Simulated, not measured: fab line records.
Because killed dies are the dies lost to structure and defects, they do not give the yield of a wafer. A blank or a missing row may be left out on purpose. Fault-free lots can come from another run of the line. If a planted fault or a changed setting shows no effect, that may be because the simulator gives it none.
Which of the tools did it? || flow sky130 || at 1 step of a route of 708, 12 lots with 36 wafers sampled

== WHAT THE GAUGES READ, wafer by wafer ==
SKY_VIA3_BOW_MEAS_03.
{"lot": "L712", "measured": "day 39 12:23", "on": "filmMetro-03", "VIA3_BOW (um)": "62 77 66"}
{"lot": "L711", "measured": "day 39 14:53", "on": "filmMetro-04", "VIA3_BOW (um)": "75 77 75"}
{"lot": "L714", "measured": "day 39 22:43", "on": "filmMetro-01", "VIA3_BOW (um)": "73 79 83"}
{"lot": "L715", "measured": "day 40 04:00", "on": "filmMetro-04", "VIA3_BOW (um)": "67 80 86"}
{"lot": "L717", "measured": "day 40 17:04", "on": "filmMetro-01", "VIA3_BOW (um)": "69 76 79"}
{"lot": "L719", "measured": "day 41 09:09", "on": "filmMetro-04", "VIA3_BOW (um)": "68 85 91"}
{"lot": "L722", "measured": "day 42 04:23", "on": "filmMetro-01", "VIA3_BOW (um)": "77 87 72"}
{"lot": "L723", "measured": "day 42 09:17", "on": "filmMetro-03", "VIA3_BOW (um)": "78 82 89"}
{"lot": "L724", "measured": "day 42 14:18", "on": "filmMetro-03", "VIA3_BOW (um)": "90 95 77"}
{"lot": "L727", "measured": "day 43 08:58", "on": "filmMetro-01", "VIA3_BOW (um)": "71 71 82"}
{"lot": "L731", "measured": "day 44 15:12", "on": "filmMetro-04", "VIA3_BOW (um)": "68 77 76"}
{"lot": "L732", "measured": "day 44 17:34", "on": "filmMetro-01", "VIA3_BOW (um)": "82 75 79"}

== EACH LOT AND THE TOOL THAT RAN IT (in order: tool; ch and the chambers of the sampled wafers; start) ==
There is no process step in the record ahead of these readings.

== AS READ BY THE TOOLS THEMSELVES (means over the sampled wafers that have a number; for cases with no such wafer, the mark the record gives instead) ==
The record holds no such reading with a usual standard deviation.

== THE ANSWER, worked out from the rows above alone ==
Rule: what is usual is taken from the lots themselves. The widest of any qualifying gaps counts: lots, ordered by their means at a reading, are off when they make up no more than a third of the lots, leave a main group of 4 or more, and stand apart from it by 3 or more times the standard deviation of that group's means. The tables above print the reading to a certain number of digits; a main group whose means all agree to those digits is not used. Also off: a lot with no number at a reading for which 4 or more lots have one. All remaining lots with rows at the step are treated as sound. Order of review: gauges by route order, followed by the tools' own readings, for which a lot's mean as printed above is used. At the first step where some lot is off, the reading lying furthest off is the one used; lots without a number count as furthest.
None of the lots is off at any reading shown; this tells nothing.

== WHAT HAD BEEN PUT IN BY THE SIMULATOR ==
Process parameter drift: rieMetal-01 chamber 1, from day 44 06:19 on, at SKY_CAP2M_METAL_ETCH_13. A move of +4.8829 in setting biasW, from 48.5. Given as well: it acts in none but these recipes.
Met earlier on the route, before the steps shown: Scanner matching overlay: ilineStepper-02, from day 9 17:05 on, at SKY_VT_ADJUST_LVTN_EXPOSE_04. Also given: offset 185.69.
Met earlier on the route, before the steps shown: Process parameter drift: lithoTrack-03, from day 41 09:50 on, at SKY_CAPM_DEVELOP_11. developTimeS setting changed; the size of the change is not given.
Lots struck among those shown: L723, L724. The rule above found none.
